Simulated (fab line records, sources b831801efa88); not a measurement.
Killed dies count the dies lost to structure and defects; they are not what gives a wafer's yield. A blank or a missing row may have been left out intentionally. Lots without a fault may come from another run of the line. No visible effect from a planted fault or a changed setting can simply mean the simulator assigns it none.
What tool caused it? :: flow sky130 :: 24 lots with 72 wafers sampled at 6 steps, on a route of 708 steps

WHAT THE GAUGES SHOWED, per wafer
SKY_SD_N_CD_MEAS_07: target cd 380 nm. Usual: 380 nm for cdNm, sd 3.
lot: L074
measured: day 27 16:10
on: cdSem-01
cdNm (nm): 379 381 380
flag: 

lot: L075
measured: day 29 03:05
on: cdSem-01
cdNm (nm): 384 382 384
flag: 

lot: L076
measured: day 29 03:16
on: cdSem-02
cdNm (nm): 382 384 381
flag: 

lot: L077
measured: day 29 04:58
on: cdSem-02
cdNm (nm): 382 382 381
flag: 

lot: L079
measured: day 29 08:34
on: cdSem-01
cdNm (nm): 378 379 380
flag: 

lot: L078
measured: day 29 12:08
on: cdSem-01
cdNm (nm): 380 379 382
flag: 

lot: L080
measured: day 29 18:46
on: cdSem-01
cdNm (nm): 382 380 377
flag: 

lot: L081
measured: day 30 09:34
on: cdSem-02
cdNm (nm): 378 375 378
flag: 

lot: L082
measured: day 30 19:59
on: cdSem-01
cdNm (nm): 386 383 386
flag: 

lot: L084
measured: day 30 23:34
on: cdSem-02
cdNm (nm): 384 385 382
flag: 

lot: L083
measured: day 31 04:08
on: cdSem-02
cdNm (nm): 373 376 374
flag: 

lot: L085
measured: day 31 06:28
on: cdSem-01
cdNm (nm): 383 383 384
flag: 

lot: L086
measured: day 31 23:11
on: cdSem-02
cdNm (nm): 378 378 377
flag: 

lot: L087
measured: day 32 10:19
on: cdSem-02
cdNm (nm): 380 380 385
flag: 

lot: L088
measured: day 32 10:25
on: cdSem-01
cdNm (nm): 378 378 376
flag: 

lot: L089
measured: day 32 20:26
on: cdSem-01
cdNm (nm): 384 385 383
flag: 

lot: L090
measured: day 33 06:28
on: cdSem-01
cdNm (nm): 382 383 380
flag: 

lot: L091
measured: day 33 12:30
on: cdSem-02
cdNm (nm): 379 381 381
flag: 

lot: L092
measured: day 33 16:43
on: cdSem-02
cdNm (nm): 377 377 379
flag: 

lot: L093
measured: day 34 07:49
on: cdSem-02
cdNm (nm): 378 380 381
flag: 

lot: L094
measured: day 34 21:16
on: cdSem-02
cdNm (nm): 383 385 384
flag: 

lot: L095
measured: day 35 14:37
on: cdSem-01
cdNm (nm): 382 381 381
flag: 

lot: L097
measured: day 36 07:22
on: cdSem-02
cdNm (nm): 379 378 374
flag: 

lot: L096
measured: day 36 09:37
on: cdSem-02
cdNm (nm): 382 380 381
flag: 

SKY_LOCAL_INTERCONNECT_CD_MEAS_11: target cd 170 nm. Usual: 170.0 nm for cdNm, sd 1.2.
lot: L074
measured: day 30 04:07
on: cdSem-01
cdNm (nm): 169.6 169.7 169.0
flag: 

lot: L075
measured: day 31 13:23
on: cdSem-02
cdNm (nm): 169.3 171.3 170.9
flag: 

lot: L076
measured: day 31 14:31
on: cdSem-02
cdNm (nm): 171.3 168.7 169.9
flag: 

lot: L077
measured: day 31 15:55
on: cdSem-01
cdNm (nm): 171.8 171.6 171.7
flag: 

lot: L079
measured: day 31 19:06
on: cdSem-01
cdNm (nm): 170.3 171.3 170.6
flag: 

lot: L078
measured: day 31 22:56
on: cdSem-01
cdNm (nm): 171.6 170.9 170.7
flag: 

lot: L080
measured: day 32 05:21
on: cdSem-01
cdNm (nm): 169.2 169.9 169.5
flag: 

lot: L081
measured: day 32 18:34
on: cdSem-02
cdNm (nm): 168.2 168.8 169.0
flag: 

lot: L082
measured: day 33 05:26
on: cdSem-01
cdNm (nm): 169.6 169.2 169.6
flag: 

lot: L084
measured: day 33 10:10
on: cdSem-01
cdNm (nm): 169.9 170.8 170.5
flag: 

lot: L083
measured: day 33 13:19
on: cdSem-01
cdNm (nm): 170.0 170.6 171.4
flag: 

lot: L085
measured: day 33 15:22
on: cdSem-02
cdNm (nm): 172.3 172.2 173.6
flag: 

lot: L086
measured: day 34 08:11
on: cdSem-02
cdNm (nm): 169.8 168.7 170.5
flag: 

lot: L087
measured: day 34 19:06
on: cdSem-02
cdNm (nm): 170.6 170.5 169.9
flag: 

lot: L088
measured: day 34 20:43
on: cdSem-02
cdNm (nm): 169.3 170.7 170.2
flag: 

lot: L089
measured: day 35 04:23
on: cdSem-01
cdNm (nm): 166.7 169.1 168.1
flag: 

lot: L090
measured: day 35 14:58
on: cdSem-01
cdNm (nm): 167.8 167.9 168.8
flag: 

lot: L091
measured: day 35 20:12
on: cdSem-01
cdNm (nm): 170.0 170.1 170.3
flag: 

lot: L092
measured: day 36 00:57
on: cdSem-01
cdNm (nm): 169.1 169.1 168.9
flag: 

lot: L093
measured: day 36 15:28
on: cdSem-01
cdNm (nm): 170.8 170.1 171.3
flag: 

lot: L094
measured: day 37 05:07
on: cdSem-01
cdNm (nm): 169.8 169.9 169.1
flag: 

lot: L095
measured: day 37 21:52
on: cdSem-02
cdNm (nm): 171.3 170.8 172.2
flag: 

lot: L097
measured: day 38 13:40
on: cdSem-01
cdNm (nm): 168.6 168.4 168.5
flag: 

lot: L096
measured: day 38 15:55
on: cdSem-02
cdNm (nm): 171.5 170.5 171.5
flag: 

SKY_CONTACT_OVL_MEAS_15. Usual: for CONTACT_OVL the level is -3 nm and the standard deviation is 5.
lot: L074
measured: day 31 09:26
on: overlay-01
CONTACT_OVL (nm): 0 -4 -9
flag: 

lot: L075
measured: day 32 17:38
on: overlay-02
CONTACT_OVL (nm): 1 5 5
flag: 

lot: L076
measured: day 32 18:44
on: overlay-01
CONTACT_OVL (nm): -3 -2 -9
flag: 

lot: L077
measured: day 32 19:59
on: overlay-01
CONTACT_OVL (nm): -3 -9 -8
flag: 

lot: L079
measured: day 32 23:08
on: overlay-02
CONTACT_OVL (nm): -4 -2 -5
flag: 

lot: L078
measured: day 33 02:53
on: overlay-01
CONTACT_OVL (nm): 4 8 5
flag: 

lot: L080
measured: day 33 11:05
on: overlay-01
CONTACT_OVL (nm): 1 1 -2
flag: 

lot: L081
measured: day 33 22:59
on: overlay-01
CONTACT_OVL (nm): -3 -1 -5
flag: 

lot: L082
measured: day 34 09:41
on: overlay-02
CONTACT_OVL (nm): -1 0 -6
flag: 

lot: L084
measured: day 34 13:54
on: overlay-02
CONTACT_OVL (nm): -4 0 3
flag: 

lot: L083
measured: day 34 17:35
on: overlay-01
CONTACT_OVL (nm): 0 -8 -9
flag: 

lot: L085
measured: day 34 20:08
on: overlay-01
CONTACT_OVL (nm): 6 3 2
flag: 

lot: L086
measured: day 35 12:39
on: overlay-02
CONTACT_OVL (nm): -1 4 2
flag: 

lot: L087
measured: day 35 22:23
on: overlay-01
CONTACT_OVL (nm): 3 1 8
flag: 

lot: L088
measured: day 36 00:41
on: overlay-02
CONTACT_OVL (nm): -12 -6 -7
flag: 

lot: L089
measured: day 36 07:53
on: overlay-02
CONTACT_OVL (nm): -3 -4 -2
flag: 

lot: L090
measured: day 36 18:50
on: overlay-02
CONTACT_OVL (nm): -2 -4 -1
flag: 

lot: L091
measured: day 36 23:09
on: overlay-01
CONTACT_OVL (nm): -4 6 -10
flag: 

lot: L092
measured: day 37 04:18
on: overlay-02
CONTACT_OVL (nm): -2 -2 -11
flag: 

lot: L093
measured: day 37 19:29
on: overlay-01
CONTACT_OVL (nm): -12 -15 -7
flag: 

lot: L094
measured: day 38 08:35
on: overlay-01
CONTACT_OVL (nm): -2 -4 -6
flag: 

lot: L095
measured: day 39 00:50
on: overlay-01
CONTACT_OVL (nm): -2 -5 -6
flag: 

lot: L097
measured: day 39 15:44
on: overlay-02
CONTACT_OVL (nm): -9 -5 -5
flag: 

lot: L096
measured: day 39 18:08
on: overlay-01
CONTACT_OVL (nm): -3 -8 -1
flag: 

SKY_VIA2_CD_MEAS_12: target cd 200 nm. Usual: 200.0 nm for cdNm, sd 1.7.
lot: L074
measured: day 36 03:01
on: cdSem-02
cdNm (nm): 198.4 198.9 199.1
flag: 

lot: L075
measured: day 37 10:59
on: cdSem-01
cdNm (nm): 198.7 197.7 197.6
flag: 

lot: L076
measured: day 37 11:58
on: cdSem-02
cdNm (nm): 197.4 196.8 197.4
flag: 

lot: L077
measured: day 37 12:19
on: cdSem-02
cdNm (nm): 200.9 201.6 201.0
flag: 

lot: L079
measured: day 37 13:06
on: cdSem-02
cdNm (nm): 202.9 202.8 201.7
flag: 

lot: L078
measured: day 37 17:53
on: cdSem-02
cdNm (nm): 199.2 199.4 199.2
flag: 

lot: L080
measured: day 38 01:39
on: cdSem-02
cdNm (nm): 201.0 199.9 201.4
flag: 

lot: L081
measured: day 38 14:01
on: cdSem-01
cdNm (nm): 201.6 199.6 200.2
flag: 

lot: L082
measured: day 39 00:23
on: cdSem-02
cdNm (nm): 201.1 201.2 201.4
flag: 

lot: L084
measured: day 39 02:57
on: cdSem-02
cdNm (nm): 199.5 200.1 200.2
flag: 

lot: L083
measured: day 39 06:40
on: cdSem-02
cdNm (nm): 199.6 199.7 200.4
flag: 

lot: L085
measured: day 39 08:46
on: cdSem-02
cdNm (nm): 203.0 203.8 204.4
flag: 

lot: L086
measured: day 39 23:59
on: cdSem-01
cdNm (nm): 200.3 199.8 200.4
flag: 

lot: L087
measured: day 40 10:09
on: cdSem-01
cdNm (nm): 203.6 203.3 202.8
flag: 

lot: L088
measured: day 40 12:10
on: cdSem-01
cdNm (nm): 200.4 198.9 199.5
flag: 

lot: L089
measured: day 40 19:53
on: cdSem-01
cdNm (nm): 199.3 199.6 199.4
flag: 

lot: L090
measured: day 41 05:10
on: cdSem-02
cdNm (nm): 200.3 200.6 198.6
flag: 

lot: L091
measured: day 41 06:54
on: cdSem-02
cdNm (nm): 200.3 199.6 200.9
flag: 

lot: L092
measured: day 41 11:30
on: cdSem-01
cdNm (nm): 198.3 198.3 199.7
flag: 

lot: L093
measured: day 42 07:07
on: cdSem-02
cdNm (nm): 198.4 196.4 197.7
flag: 

lot: L094
measured: day 42 14:13
on: cdSem-02
cdNm (nm): 198.8 200.0 199.8
flag: 

lot: L095
measured: day 43 05:49
on: cdSem-02
cdNm (nm): 200.7 201.3 202.0
flag: 

lot: L097
measured: day 44 05:37
on: cdSem-02
cdNm (nm): 199.0 200.3 199.7
flag: 

lot: L096
measured: day 44 05:58
on: cdSem-01
cdNm (nm): 198.5 199.6 199.2
flag: 

SKY_VIA4_RS_MEAS_19: a four-point-probe measurement. Usual: for VIA4_W_RS the level is 0.224 ohm/sq and the standard deviation is 0.003.
lot: L074
measured: day 42 14:58
on: filmMetro-01
VIA4_W_RS (ohm/sq): 0.224 0.221 0.226
flag: 

lot: L075
measured: day 43 16:48
on: filmMetro-03
VIA4_W_RS (ohm/sq): 0.223 0.226 0.222
flag: 

lot: L076
measured: day 43 16:58
on: filmMetro-01
VIA4_W_RS (ohm/sq): 0.227 0.221 0.227
flag: 

lot: L077
measured: day 43 17:23
on: filmMetro-02
VIA4_W_RS (ohm/sq): 0.221 0.223 0.221
flag: 

lot: L079
measured: day 43 19:07
on: filmMetro-01
VIA4_W_RS (ohm/sq): 0.220 0.228 0.220
flag: 

lot: L078
measured: day 44 01:28
on: filmMetro-01
VIA4_W_RS (ohm/sq): 0.219 0.220 0.219
flag: 

lot: L080
measured: day 44 09:46
on: filmMetro-01
VIA4_W_RS (ohm/sq): 0.229 0.223 0.229
flag: 

lot: L081
measured: day 45 04:43
on: filmMetro-01
VIA4_W_RS (ohm/sq): 0.228 0.218 0.222
flag: 

lot: L082
measured: day 45 08:56
on: filmMetro-01
VIA4_W_RS (ohm/sq): 0.221 0.229 0.231
flag: 

lot: L084
measured: day 45 09:16
on: filmMetro-03
VIA4_W_RS (ohm/sq): 0.229 0.220 0.224
flag: 

lot: L083
measured: day 45 10:37
on: filmMetro-03
VIA4_W_RS (ohm/sq): 0.225 0.225 0.222
flag: 

lot: L085
measured: day 45 11:56
on: filmMetro-03
VIA4_W_RS (ohm/sq): 0.228 0.223 0.222
flag: 

lot: L086
measured: day 45 23:59
on: filmMetro-02
VIA4_W_RS (ohm/sq): 0.222 0.222 0.227
flag: 

lot: L087
measured: day 46 09:55
on: filmMetro-02
VIA4_W_RS (ohm/sq): 0.221 0.223 0.228
flag: 

lot: L088
measured: day 46 10:22
on: filmMetro-01
VIA4_W_RS (ohm/sq): 0.228 0.230 0.231
flag: 

lot: L089
measured: day 46 15:29
on: filmMetro-03
VIA4_W_RS (ohm/sq): 0.220 0.220 0.226
flag: 

lot: L090
measured: day 47 03:07
on: filmMetro-03
VIA4_W_RS (ohm/sq): 0.220 0.221 0.225
flag: 

lot: L091
measured: day 47 06:35
on: filmMetro-01
VIA4_W_RS (ohm/sq): 0.222 0.225 0.219
flag: 

lot: L092
measured: day 47 09:40
on: filmMetro-01
VIA4_W_RS (ohm/sq): 0.228 0.224 0.221
flag: 

lot: L093
measured: day 48 04:01
on: filmMetro-03
VIA4_W_RS (ohm/sq): 0.223 0.227 0.230
flag: 

lot: L094
measured: day 48 06:45
on: filmMetro-02
VIA4_W_RS (ohm/sq): 0.219 0.223 0.219
flag: 

lot: L095
measured: day 48 18:10
on: filmMetro-01
VIA4_W_RS (ohm/sq): 0.229 0.224 0.228
flag: 

lot: L097
measured: day 49 13:04
on: filmMetro-03
VIA4_W_RS (ohm/sq): 0.226 0.222 0.227
flag: 

lot: L096
measured: day 49 14:11
on: filmMetro-02
VIA4_W_RS (ohm/sq): 0.221 0.224 0.220
flag: 

TOOL THAT RAN EACH LOT (tool first, then ch and the chambers of the sampled wafers, then the start)
lot: L074
SKY_VIA1_ETCH_14: rieDiel-03 ch 0,1,2, day 33 18:37

lot: L075
SKY_VIA1_ETCH_14: rieDiel-03 ch 0,1,2, day 35 02:53

lot: L076
SKY_VIA1_ETCH_14: rieDiel-02 ch 1,2,3, day 35 03:52

lot: L077
SKY_VIA1_ETCH_14: rieDiel-03 ch 0,1, day 35 04:13

lot: L079
SKY_VIA1_ETCH_14: rieDiel-03 ch 1,2, day 35 06:52

lot: L078
SKY_VIA1_ETCH_14: rieDiel-04 ch 2,3, day 35 10:10

lot: L080
SKY_VIA1_ETCH_14: rieDiel-04 ch 2,3, day 35 19:40

lot: L081
SKY_VIA1_ETCH_14: rieDiel-02 ch 0,3, day 36 07:34

lot: L082
SKY_VIA1_ETCH_14: rieDiel-03 ch 1,2, day 36 17:25

lot: L084
SKY_VIA1_ETCH_14: rieDiel-03 ch 1,2, day 36 21:13

lot: L083
SKY_VIA1_ETCH_14: rieDiel-02 ch 0,3, day 37 00:43

lot: L085
SKY_VIA1_ETCH_14: rieDiel-02 ch 0,1,3, day 37 02:40

lot: L086
SKY_VIA1_ETCH_14: rieDiel-04 ch 0,2,3, day 37 19:43

lot: L087
SKY_VIA1_ETCH_14: rieDiel-02 ch 0,1,2, day 38 05:37

lot: L088
SKY_VIA1_ETCH_14: rieDiel-02 ch 0,1,2, day 38 07:40

lot: L089
SKY_VIA1_ETCH_14: rieDiel-04 ch 1,2,3, day 38 15:26

lot: L090
SKY_VIA1_ETCH_14: rieDiel-02 ch 0,1,2, day 39 01:13

lot: L091
SKY_VIA1_ETCH_14: rieDiel-03 ch 1,2,3, day 39 05:10

lot: L092
SKY_VIA1_ETCH_14: rieDiel-03 ch 0,1,2, day 39 10:22

lot: L093
SKY_VIA1_ETCH_14: rieDiel-04 ch 0,2,3, day 39 23:46

lot: L094
SKY_VIA1_ETCH_14: rieDiel-04 ch 0,2,3, day 40 12:49

lot: L095
SKY_VIA1_ETCH_14: rieDiel-02 ch 1,2,3, day 41 04:55

lot: L097
SKY_VIA1_ETCH_14: rieDiel-03 ch 0,1,3, day 42 05:52

lot: L096
SKY_VIA1_ETCH_14: rieDiel-04 ch 0,2,3, day 42 06:13
- SKY_VIA1_ETCH_14: etches BARC in N2/H2, stops on SiO2, time 45.9 s, target depth 60 nm.

WHAT THE TOOLS THEMSELVES READ (means of the sampled wafers that have a number; where no wafer has one, the mark that the record gives instead)
SKY_VIA1_ETCH_14. Usual: drypumpMotorCurrentA 5.7 A, standard deviation 0.35; oesProductAu 0.856 a.u., standard deviation 0.0047; rfFwdPowerW 494.8 W, standard deviation 2.2; throttleValvePct 13.225 %, standard deviation 0.0093.
lot: L074
tool: rieDiel-03
drypumpMotorCurrentA (A): 5.5
oesProductAu (a.u.): 0.855
rfFwdPowerW (W): 494.5
throttleValvePct (%): 13.222
flag: 

lot: L075
tool: rieDiel-03
drypumpMotorCurrentA (A): 5.5
oesProductAu (a.u.): 0.857
rfFwdPowerW (W): 493.5
throttleValvePct (%): 13.222
flag: 

lot: L076
tool: rieDiel-02
drypumpMotorCurrentA (A): 5.8
oesProductAu (a.u.): 0.853
rfFwdPowerW (W): 495.3
throttleValvePct (%): 13.228
flag: 

lot: L077
tool: rieDiel-03
drypumpMotorCurrentA (A): 5.3
oesProductAu (a.u.): 0.856
rfFwdPowerW (W): 494.9
throttleValvePct (%): 13.223
flag: 

lot: L079
tool: rieDiel-03
drypumpMotorCurrentA (A): 5.4
oesProductAu (a.u.): 0.856
rfFwdPowerW (W): 493.9
throttleValvePct (%): 13.229
flag: 

lot: L078
tool: rieDiel-04
drypumpMotorCurrentA (A): 6.0
oesProductAu (a.u.): 0.862
rfFwdPowerW (W): 495.2
throttleValvePct (%): 13.218
flag: 

lot: L080
tool: rieDiel-04
drypumpMotorCurrentA (A): 6.3
oesProductAu (a.u.): 0.856
rfFwdPowerW (W): 495.6
throttleValvePct (%): 13.230
flag: 

lot: L081
tool: rieDiel-02
drypumpMotorCurrentA (A): 5.8
oesProductAu (a.u.): 0.856
rfFwdPowerW (W): 496.4
throttleValvePct (%): 13.222
flag: 

lot: L082
tool: rieDiel-03
drypumpMotorCurrentA (A): 5.6
oesProductAu (a.u.): 0.855
rfFwdPowerW (W): 491.4
throttleValvePct (%): 13.223
flag: 

lot: L084
tool: rieDiel-03
drypumpMotorCurrentA (A): 5.5
oesProductAu (a.u.): 0.852
rfFwdPowerW (W): 493.6
throttleValvePct (%): 13.218
flag: 

lot: L083
tool: rieDiel-02
drypumpMotorCurrentA (A): 5.8
oesProductAu (a.u.): 0.860
rfFwdPowerW (W): 496.9
throttleValvePct (%): 13.219
flag: 

lot: L085
tool: rieDiel-02
drypumpMotorCurrentA (A): 5.9
oesProductAu (a.u.): 0.857
rfFwdPowerW (W): 497.0
throttleValvePct (%): 13.228
flag: 

lot: L086
tool: rieDiel-04
drypumpMotorCurrentA (A): 5.9
oesProductAu (a.u.): 0.855
rfFwdPowerW (W): 494.6
throttleValvePct (%): 13.224
flag: 

lot: L087
tool: rieDiel-02
drypumpMotorCurrentA (A): 5.9
oesProductAu (a.u.): 0.851
rfFwdPowerW (W): 497.2
throttleValvePct (%): 13.228
flag: 

lot: L088
tool: rieDiel-02
drypumpMotorCurrentA (A): 5.8
oesProductAu (a.u.): 0.858
rfFwdPowerW (W): 496.8
throttleValvePct (%): 13.225
flag: 

lot: L089
tool: rieDiel-04
drypumpMotorCurrentA (A): 6.0
oesProductAu (a.u.): 0.853
rfFwdPowerW (W): 495.2
throttleValvePct (%): 13.226
flag: 

lot: L090
tool: rieDiel-02
drypumpMotorCurrentA (A): 5.9
oesProductAu (a.u.): 0.854
rfFwdPowerW (W): 497.4
throttleValvePct (%): 13.219
flag: 

lot: L091
tool: rieDiel-03
drypumpMotorCurrentA (A): 5.3
oesProductAu (a.u.): 0.852
rfFwdPowerW (W): 494.6
throttleValvePct (%): 13.220
flag: 

lot: L092
tool: rieDiel-03
drypumpMotorCurrentA (A): 5.5
oesProductAu (a.u.): 0.858
rfFwdPowerW (W): 493.6
throttleValvePct (%): 13.222
flag: 

lot: L093
tool: rieDiel-04
drypumpMotorCurrentA (A): 5.9
oesProductAu (a.u.): 0.855
rfFwdPowerW (W): 493.9
throttleValvePct (%): 13.223
flag: 

lot: L094
tool: rieDiel-04
drypumpMotorCurrentA (A): 5.9
oesProductAu (a.u.): 0.857
rfFwdPowerW (W): 493.2
throttleValvePct (%): 13.230
flag: 

lot: L095
tool: rieDiel-02
drypumpMotorCurrentA (A): 5.8
oesProductAu (a.u.): 0.853
rfFwdPowerW (W): 495.5
throttleValvePct (%): 13.221
flag: 

lot: L097
tool: rieDiel-03
drypumpMotorCurrentA (A): 5.3
oesProductAu (a.u.): 0.860
rfFwdPowerW (W): 493.5
throttleValvePct (%): 13.231
flag: 

lot: L096
tool: rieDiel-04
drypumpMotorCurrentA (A): 5.9
oesProductAu (a.u.): 0.855
rfFwdPowerW (W): 494.6
throttleValvePct (%): 13.223
flag: 

THE ANSWER, worked out from the rows above alone
Rule: take the mean of a lot's wafers that have a number; if it is more than 3 standard deviations from the usual mean, the lot is off. Also off: a lot with no number at a reading for which 4 or more lots have one. All remaining lots with rows at the step are treated as sound. Order of review: gauges by route order, followed by the tools' own readings, for which a lot's mean as printed above is used. At the first step where some lot is off, the reading lying furthest off is the one used; lots without a number count as furthest.
No lot is off at any reading shown: from this, nothing can be told.

WHAT THE SIMULATOR PUT IN
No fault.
